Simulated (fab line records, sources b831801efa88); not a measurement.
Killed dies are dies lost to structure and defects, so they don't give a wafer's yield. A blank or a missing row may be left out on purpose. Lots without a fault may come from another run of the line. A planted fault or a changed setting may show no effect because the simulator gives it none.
One fault seen from 2 desks | flow sky130 | each desk has only its own numbers; what lay behind them comes last

THE TOOL OWNER'S DESK: rie_metal-01
The tool's own readings at SKY_METAL4_ETCH_16 (etches BARC in N2/H2, stops on SiO2, time 88.2 s, target depth 60 nm): means of the sampled wafers that have a number, for each lot that ran on this tool. A lot is out of limits, marked OUT, if its mean lies more than 4 standard deviations from the usual mean; the brackets give that distance.
Columns: A = chamber_pressure_mTorr at SKY_METAL4_ETCH_16, usual 30.002 mTorr; B = drypump_motor_current_A at SKY_METAL4_ETCH_16, usual 5.66 A; C = n2_flow_sccm at SKY_METAL4_ETCH_16, usual 100.0 sccm; D = oes_product_au at SKY_METAL4_ETCH_16, usual 0.626 a.u.; E = run_length_s at SKY_METAL4_ETCH_16, usual 116.7 s; F = throttle_valve_pct at SKY_METAL4_ETCH_16, usual 13.206 %
lot  | first seen here | A      | B    | C     | D               | E               | F
L722 | day 41 16:57    | 29.999 | 5.53 | 99.9  | 0.626           | 117.1           | 13.194
L735 | day 45 06:18    | 30.017 | 5.60 | 100.3 | 0.739 (+24) OUT | 100.5 (-40) OUT | 13.208
L738 | day 45 23:14    | 29.985 | 5.46 | 100.5 | 0.734 (+23) OUT | 100.6 (-39) OUT | 13.208
This desk's finding: out of limits on L735, L738; first on L735, day 45 06:18 (oes_product_au at SKY_METAL4_ETCH_16). In limits: L722.

THE METROLOGY DESK
What the gauges read, lot by lot, whatever tool the lot ran on: means of the sampled wafers that have a number. A lot is out of limits, marked OUT, if its mean lies more than 4 standard deviations from the usual mean; the brackets give that distance.
Columns: A = cd_nm at SKY_METAL4_CD_MEAS_13, usual 300.2 nm; B = METAL4_OVL at SKY_METAL4_OVL_MEAS_14, usual 2 nm
lot  | first seen here | A     | B
L723 | day 41 13:48    | 299.6 | 1
L722 | day 41 16:47    | 299.6 | 4
L730 | day 43 20:25    | 301.8 | 4
L732 | day 44 14:37    | 297.1 | 8
L735 | day 45 06:07    | 298.4 | 6
L738 | day 45 23:01    | 301.6 | -3
This desk's finding: nothing out of limits on any of the 6 lots.

PUT TOGETHER
The tool owner's desk could have raised an alarm at day 45 06:18, on L735, L738.
The metrology desk saw nothing out of limits.
The metrology desk has L735, L738 on record, within its limits.
Of the lots named, all ran SKY_METAL4_ETCH_16 on rie_metal-01.

WHAT THE SIMULATOR HAD PUT IN
Process parameter drift: rie_metal-01, from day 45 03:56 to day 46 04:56, at SKY_METAL4_ETCH_16. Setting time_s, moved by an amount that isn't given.
Lots struck among those shown: L735, L738.
Hours from the fault's start to each desk's first reading out of limits: the tool owner's desk, 2.
